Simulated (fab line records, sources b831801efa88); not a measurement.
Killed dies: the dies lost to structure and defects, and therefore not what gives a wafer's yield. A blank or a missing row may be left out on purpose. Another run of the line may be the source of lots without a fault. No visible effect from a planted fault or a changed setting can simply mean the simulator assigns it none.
One fault seen from 2 desks | flow gf180mcu | what lay behind the numbers comes last; until then each desk has only its own

## DESK OF THE TOOL OWNER: cvd-w-02
The tool's own readings at GF_CONTACT_CVD_24 (deposits W, target thk 300 nm, time 90.339 s): means of the sampled wafers that have a number, for each lot that ran on this tool. A lot is out of limits, marked OUT, if its mean lies more than 4 standard deviations from the usual mean; the brackets give that distance.
Columns: A = heater-power-w at GF_CONTACT_CVD_24, usual 843 W
lot  | first seen here | A
L793 | day 16 21:39    | 835
L795 | day 17 15:15    | 852
L796 | day 17 21:46    | 841
L797 | day 18 04:59    | 824
L799 | day 19 05:07    | 828
L808 | day 22 08:55    | 843
L809 | day 22 12:09    | 837
This desk's finding: nothing out of limits on any of the 7 lots.

## AT THE METROLOGY DESK
Means of the sampled wafers that have a number, per lot and without regard to the tool the lot ran on: this is what the gauges read. A lot is out of limits, marked OUT, if its mean lies more than 4 standard deviations from the usual mean; the brackets give that distance.
Columns: A = CONTACT_BOW at GF_CONTACT_BOW_MEAS_05, usual 66 um; B = CONTACT_OVL at GF_CONTACT_OVL_MEAS_15, usual 1 nm; C = CONTACT_W_RS at GF_CONTACT_RS_MEAS_25, usual 0.385 ohm/sq; D = CONTACT_W_THK at GF_CONTACT_THK_MEAS_26, usual 296 nm; E = M1_ALCU_RS at GF_M1_RS_MEAS_05, usual 0.0692 ohm/sq
lot  | first seen here | A  | B  | C                | D              | E
L793 | day 15 22:31    | 67 | -6 | 0.383            | 295            | 0.0697
L794 | day 16 02:24    | 65 | -2 | 0.382            | 295            | 0.0694
L795 | day 16 15:11    | 71 | -2 | 0.379            | 297            | 0.0686
L796 | day 16 21:55    | 59 | 5  | 0.384            | 296            | 0.0692
L797 | day 17 04:47    | 62 | -5 | 0.382            | 304            | 0.0685
L799 | day 18 03:57    | 61 | -6 | 0.385            | 296            | 0.0692
L800 | day 18 13:28    | 67 | 0  | 0.381            | 294            | 0.0695
L808 | day 21 08:24    | 62 | 1  | 0.346 (-8.5) OUT | 336 (+7.8) OUT | 0.0696
L809 | day 21 12:43    | 67 | 8  | 0.346 (-8.4) OUT | 335 (+7.6) OUT | 0.0691
L810 | day 21 23:31    | 73 | 10 | 0.377            | 297            | 0.0687
L813 | day 22 19:58    | 73 | -2 | 0.381            | 302            | 0.0691
L814 | day 23 10:46    | 59 | 9  | 0.382            | 303            | 0.0698
This desk's finding: out of limits on L808, L809; first on L808, day 22 09:01 (CONTACT_W_RS at GF_CONTACT_RS_MEAS_25). L793, L794, L795, L796, L797, L799, L800, L810, L813, L814: within limits.

## BROUGHT TOGETHER
An alarm was possible from the metrology desk at day 22 09:01, on L808, L809.
Nothing out of limits was seen by the tool owner's desk.
Tool owner's desk: L808, L809 on record, inside its limits.
On cvd-w-02, each named lot ran GF_CONTACT_CVD_24.

## WHAT THE SIMULATOR HAD INSERTED
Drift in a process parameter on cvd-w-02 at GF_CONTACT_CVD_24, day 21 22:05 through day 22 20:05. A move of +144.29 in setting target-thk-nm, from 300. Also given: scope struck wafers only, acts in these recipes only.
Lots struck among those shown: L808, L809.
Delay in hours, fault start to first out-of-limits reading, per desk: metrology desk 11.
